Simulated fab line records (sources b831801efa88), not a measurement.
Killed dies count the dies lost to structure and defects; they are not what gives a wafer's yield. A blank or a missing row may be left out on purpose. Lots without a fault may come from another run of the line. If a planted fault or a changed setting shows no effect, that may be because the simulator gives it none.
Which of the tools did it? / flow sky130 / Sampling: 14 lots, 42 wafers, 2 of 708 route steps

WHAT THE GAUGES READ, wafer by wafer
SKY_VT_ADJUST_LVTN_OVL_MEAS_07. Usual: VT_ADJUST_LVTN_OVL gives 0.3 nm (standard deviation 1.5).
lot=L513; measured=day 6 23:50; on=overlay-01; VT_ADJUST_LVTN_OVL (nm)=-2.5 1.1 -1.0; flag=
lot=L518; measured=day 8 01:50; on=overlay-02; VT_ADJUST_LVTN_OVL (nm)=1.5 -1.1 -1.9; flag=
lot=L517; measured=day 8 04:27; on=overlay-01; VT_ADJUST_LVTN_OVL (nm)=0.7 -0.6 -0.4; flag=
lot=L519; measured=day 8 13:23; on=overlay-02; VT_ADJUST_LVTN_OVL (nm)=0.2 -0.6 -1.0; flag=
lot=L520; measured=day 8 19:41; on=overlay-02; VT_ADJUST_LVTN_OVL (nm)=1.0 0.5 -1.2; flag=
lot=L521; measured=day 9 03:56; on=overlay-02; VT_ADJUST_LVTN_OVL (nm)=1.9 0.3 -0.1; flag=
lot=L522; measured=day 9 10:20; on=overlay-02; VT_ADJUST_LVTN_OVL (nm)=2.1 2.7 1.4; flag=
lot=L525; measured=day 10 09:50; on=overlay-01; VT_ADJUST_LVTN_OVL (nm)=-0.2 -1.6 0.6; flag=
lot=L526; measured=day 10 13:02; on=overlay-01; VT_ADJUST_LVTN_OVL (nm)=1.5 0.2 1.7; flag=
lot=L529; measured=day 11 09:02; on=overlay-01; VT_ADJUST_LVTN_OVL (nm)=4.0 1.7 2.5; flag=
lot=L531; measured=day 11 16:56; on=overlay-01; VT_ADJUST_LVTN_OVL (nm)=-1.6 -1.3 -1.7; flag=
lot=L532; measured=day 12 01:11; on=overlay-02; VT_ADJUST_LVTN_OVL (nm)=-1.7 0.2 0.4; flag=
lot=L535; measured=day 12 23:35; on=overlay-01; VT_ADJUST_LVTN_OVL (nm)=1.1 2.9 1.8; flag=
lot=L536; measured=day 13 04:20; on=overlay-02; VT_ADJUST_LVTN_OVL (nm)=0.7 0.4 0.9; flag=

SKY_SONOS_ONO_THK_MEAS_05. Usual: SONOS_ONO_CVD_04_THK gives 5.71 nm (standard deviation 0.12).
lot=L513; measured=day 11 20:35; on=film-metro-02; SONOS_ONO_CVD_04_THK (nm)=5.76 5.63 5.65; flag=
lot=L518; measured=day 12 21:57; on=film-metro-01; SONOS_ONO_CVD_04_THK (nm)=5.81 5.89 5.75; flag=
lot=L517; measured=day 13 03:52; on=film-metro-01; SONOS_ONO_CVD_04_THK (nm)=5.81 5.88 5.82; flag=
lot=L519; measured=day 13 14:16; on=film-metro-04; SONOS_ONO_CVD_04_THK (nm)=5.82 5.87 5.93; flag=
lot=L520; measured=day 14 01:13; on=film-metro-01; SONOS_ONO_CVD_04_THK (nm)=5.55 5.63 5.60; flag=
lot=L521; measured=day 14 14:15; on=film-metro-04; SONOS_ONO_CVD_04_THK (nm)=5.85 5.89 5.74; flag=
lot=L522; measured=day 14 16:30; on=film-metro-01; SONOS_ONO_CVD_04_THK (nm)=5.73 5.73 5.68; flag=
lot=L525; measured=day 15 20:56; on=film-metro-04; SONOS_ONO_CVD_04_THK (nm)=5.62 5.55 5.54; flag=
lot=L526; measured=day 15 23:27; on=film-metro-02; SONOS_ONO_CVD_04_THK (nm)=5.75 5.87 5.83; flag=
lot=L529; measured=day 17 06:04; on=film-metro-01; SONOS_ONO_CVD_04_THK (nm)=5.57 5.66 5.62; flag=
lot=L531; measured=day 17 14:24; on=film-metro-02; SONOS_ONO_CVD_04_THK (nm)=5.67 5.73 5.72; flag=
lot=L532; measured=day 17 19:20; on=film-metro-01; SONOS_ONO_CVD_04_THK (nm)=5.76 5.64 5.67; flag=
lot=L535; measured=day 19 01:45; on=film-metro-04; SONOS_ONO_CVD_04_THK (nm)=5.70 5.75 5.79; flag=
lot=L536; measured=day 19 05:31; on=film-metro-04; SONOS_ONO_CVD_04_THK (nm)=5.62 5.61 5.60; flag=

EACH LOT AND THE TOOL THAT RAN IT (in order: tool; ch and the chambers of the sampled wafers; start)
The record shows no process step preceding these readings.

AS READ BY THE TOOLS THEMSELVES (means over the sampled wafers that have a number; for cases with no such wafer, the mark the record gives instead)
The record holds no such reading with a usual standard deviation.

THE ANSWER, worked out from the rows above alone
Rule: lot off if the mean of its wafers having a number is beyond 3 standard deviations from the usual mean. Also off: a lot with no number at a reading for which 4 or more lots have one. Any other lot the step has rows for is counted as sound. Order of review: gauges by route order, followed by the tools' own readings, for which a lot's mean as printed above is used. The first step at which some lot is off is used, and at that step the reading that is off furthest; a lot without a number counts as furthest.
Across all readings shown, no lot is off: no conclusion can be drawn from this.

WHAT THE SIMULATOR HAD PUT IN
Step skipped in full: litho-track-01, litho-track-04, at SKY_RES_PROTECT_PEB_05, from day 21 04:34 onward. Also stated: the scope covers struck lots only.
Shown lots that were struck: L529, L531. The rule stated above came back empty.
